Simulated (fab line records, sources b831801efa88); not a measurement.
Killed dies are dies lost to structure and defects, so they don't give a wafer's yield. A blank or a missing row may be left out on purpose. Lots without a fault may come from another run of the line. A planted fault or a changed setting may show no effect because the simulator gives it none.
A struck lot beside a sound one | flow sky130 | 44 steps out of a route of 708
Sound: wafers L555.1, L555.2, L555.6. Struck: wafers L572.2, L572.3, L572.5. The cause comes at the end.
At each step with rows: each side's tool, then ch and its chambers, then its first start. Under that, the readings that differ: sound wafers | struck wafers | difference of the means | sigmas: that difference in standard deviations of wafers without a fault.
alike: readings whose means differ by less than 2 such deviations, and words and numbers that are the same on both sides. not compared: withheld readings, readings that some wafer has no value for, bounds like >300 that may hide the same value, and numbers for which the record gives no deviation and whose values overlap.
The two part at a step that has a row with sigmas, a row that says differs or no value, or rows on one side only. Numbers that don't overlap but have no deviation are shown without sigmas and don't part them. A reading that every wafer of one side lacks parts them only if that side has two wafers or more.

first, 6 steps without rows for these wafers: SKY_LDD_HVP_HMDS_01 (prime time 60 s); SKY_LDD_HVP_COAT_02 (resist thk 300 nm); SKY_LDD_HVP_SOFTBAKE_03 (time 60 s); SKY_LDD_HVP_EXPOSE_04 (exposes mask HVPTM, target cd 700 nm); SKY_LDD_HVP_PEB_05; SKY_LDD_HVP_DEVELOP_06 (develop time 60 s).
SKY_LDD_HVP_OVL_MEAS_07:
  sound on overlay-02, day 23 21:37; struck on overlay-02, day 29 10:25
  reading          | sound          | struck       | difference | sigmas
  LDD_HVP_OVL (nm) | -1.8 -1.7 -2.6 | 1.7 3.3 -0.1 | +3.7       | +3
then, 1 step without rows for these wafers: SKY_LDD_HVP_IMPLANT_08.
SKY_LDD_HVP_STRIP_09: strips in O2/N2.
  sound on plasma_asher-01 ch 0,1, day 23 21:47; struck on plasma_asher-04 ch 0,1, day 29 10:35
  reading                      | sound             | struck            | difference | sigmas
  strip_time_to_endpoint_s (s) | 4.157 4.157 4.142 | 4.126 4.107 4.123 | -0.033     | -2
  alike: drypump_motor_current_A, oes_product_au
  not compared: rf_hours_counter_h
SKY_LDD_HVP_TW_MEAS_10:
  sound on film_metro-03, day 23 21:53; struck on film_metro-03, day 29 10:42
  alike: LDD_HVP_TW
then, 2 steps without rows for these wafers: SKY_LDD_LDN_DEHYDRATE_00 (time 60 s); SKY_LDD_LDN_HMDS_01 (prime time 60 s).
SKY_LDD_LDN_COAT_02: resist thk 1140 nm.
  sound on litho_track-04 ch 0, day 24 12:28; struck on litho_track-04, day 30 00:59
  no value came back on the struck wafers for chill_plate_temp_C (C), dispense_pressure_kPa (kPa), spin_speed_rpm (rpm); on the sound wafers chill_plate_temp_C (C) reads 22.91 23.17 23.05
then, 4 steps without rows for these wafers: SKY_LDD_LDN_SOFTBAKE_03 (time 60 s); SKY_LDD_LDN_EXPOSE_04 (exposes mask LDNTM, target cd 700 nm); SKY_LDD_LDN_PEB_05; SKY_LDD_LDN_DEVELOP_06 (develop time 60 s).
SKY_LDD_LDN_OVL_MEAS_07:
  sound on overlay-02, day 25 03:04; struck on overlay-02, day 30 14:52
  reading          | sound          | struck | difference                    | sigmas
  LDD_LDN_OVL (nm) | -0.5 -1.7 -0.1 | - - -  | no value on the struck wafers |
then, 4 steps without rows for these wafers: SKY_LDD_LDN_IMPLANT_08; SKY_LDD_LDN_IMPLANT_09; SKY_LDD_LDN_IMPLANT_10; SKY_LDD_LDN_IMPLANT_11.
SKY_LDD_LDN_STRIP_12: strips in O2/N2.
  sound on plasma_asher-04 ch 0,1, day 25 03:41; struck on plasma_asher-04 ch 0,1, day 30 15:29
  no value came back on the struck wafers for oes_product_au (a.u.), strip_time_to_endpoint_s (s); on the sound wafers oes_product_au (a.u.) reads 0.713 0.717 0.719
  alike: drypump_motor_current_A
  not compared: rf_hours_counter_h
SKY_LDD_LDN_TW_MEAS_13:
  sound on film_metro-04, day 25 03:47; struck on film_metro-01, day 30 15:36
  alike: LDD_LDN_TW
then, 2 steps without rows for these wafers: SKY_LDD_LDN_CLEAN_14 (cleans in SC1/SC2, time 150 s); SKY_SPACER_CVD_00 (deposits Si3N4 from DCS/NH3, target thk 43.1 nm, time 740 s).
SKY_SPACER_THK_MEAS_01:
  sound on film_metro-02, day 25 05:33; struck on film_metro-02, day 30 17:28
  alike: SPACER_CVD_00_THK
then, 9 steps without rows for these wafers: SKY_SPACER_ETCHBACK_02 (etches Si3N4 in CH3F/O2, stops on SiO2, time 46.7 s, target depth 45 nm); SKY_POLY_CUT_DEHYDRATE_00 (time 60 s); SKY_POLY_CUT_HMDS_01 (prime time 60 s); SKY_POLY_CUT_COAT_02 (resist thk 60 nm); SKY_POLY_CUT_COAT_03 (resist thk 450 nm); SKY_POLY_CUT_SOFTBAKE_04 (time 90 s); SKY_POLY_CUT_EXPOSE_05 (exposes mask NPCM, target cd 270 nm); SKY_POLY_CUT_PEB_06; SKY_POLY_CUT_DEVELOP_07 (develop time 60 s).
SKY_POLY_CUT_CD_MEAS_08: target cd 270 nm.
  sound on cd_sem-01, day 26 11:34; struck on cd_sem-02, day 31 21:35
  alike: cd_nm
SKY_POLY_CUT_OVL_MEAS_09:
  sound on overlay-01, day 26 11:41; struck on overlay-02, day 31 21:41
  alike: POLY_CUT_OVL
SKY_POLY_CUT_ETCH_10: etches BARC in N2/H2, stops on SiO2, time 45.9 s, target depth 60 nm.
  sound on rie_diel-01 ch 2,3, day 26 11:43; struck on rie_diel-02 ch 0,1, day 31 21:43
  alike: drypump_motor_current_A, oes_product_au, throttle_valve_pct
  not compared: rf_hours_counter_h
SKY_POLY_CUT_ETCH_11: etches Si3N4 in CF4/CH2F2/Ar, stops on poly-Si, time 42.5 s, target depth 60 nm.
  sound on rie_diel-01 ch 2,3, day 26 11:47; struck on rie_diel-02 ch 0,1, day 31 21:46
  alike: drypump_motor_current_A, oes_product_au, throttle_valve_pct
  not compared: rf_hours_counter_h
SKY_POLY_CUT_STRIP_12: strips in O2/N2.
  sound on plasma_asher-02 ch 0,1, day 26 11:50; struck on plasma_asher-03 ch 0,1, day 31 21:49
  alike: drypump_motor_current_A, oes_product_au, strip_time_to_endpoint_s
  not compared: rf_hours_counter_h
then, 1 step without rows for these wafers: SKY_SD_P_DEHYDRATE_00 (time 60 s).
-- the record jumps here: 2 days lie between the struck wafers' starts before and after (it left off in module SD_P and takes up again in module RES_XHIGH, whose first step shown is number 341 of the route) --
SKY_RES_XHIGH_TW_MEAS_09:
  sound on film_metro-04, day 28 22:47; struck on film_metro-03, day 34 04:24
  reading      | sound          | struck         | difference | sigmas
  RES_XHIGH_TW | 1630 1637 1643 | 1912 1907 1907 | +272       | +23
-- the record jumps here: 17 days lie between the struck wafers' starts before and after (it left off in module RES_XHIGH and takes up again in module PAD_OPEN, whose first step shown is number 708 of the route) --
SKY_PAD_OPEN_PROBE_99:
  sound on prober-01, day 47 23:47; struck on prober-01, day 51 07:26
  reading                                 | sound             | struck                  | difference | sigmas
  model.etest.pfet_01v8.r_on_ohm_um       | 3003 3014 2990    | 1.104e+04 9874 1.03e+04 | +7.402e+03 |
  model.etest.tip_p_5v.rs_ohm_sq          | 2876 2863 2844    | 7315 7298 7332          | +4454      |
  model.etest.tip_n_5v.rs_ohm_sq          | 1396 1402 1395    | 1003 991.7 985.7        | -404       |
  model.etest.pfet_g5v0d10v5.r_on_ohm_um  | 4864 4828 4877    | 4996 4999 4944          | +123       |
  model.etest.pfet_01v8.drive_ua_um       | 182.1 183.1 184.5 | 48.93 54.07 51.64       | -131.69    |
  model.etest.pfet_01v8_hvt.drive_ua_um   | 135.9 135.4 137.3 | 29.92 34.15 33.35       | -103.73    |
  model.etest.tip_p_5v.rs_ohm_sq_range    | 45.53 55.05 113   | 156.1 114.2 202.6       | +86.4      |
  model.etest.sram_pfet_latch.drive_ua_um | 135.1 142.3 139.1 | 30.06 33.96 35.64       | -105.61    |

WHERE THEY PART
First at SKY_LDD_HVP_OVL_MEAS_07; last, within this record, at SKY_RES_XHIGH_TW_MEAS_09.

WHY: what the simulator had put in
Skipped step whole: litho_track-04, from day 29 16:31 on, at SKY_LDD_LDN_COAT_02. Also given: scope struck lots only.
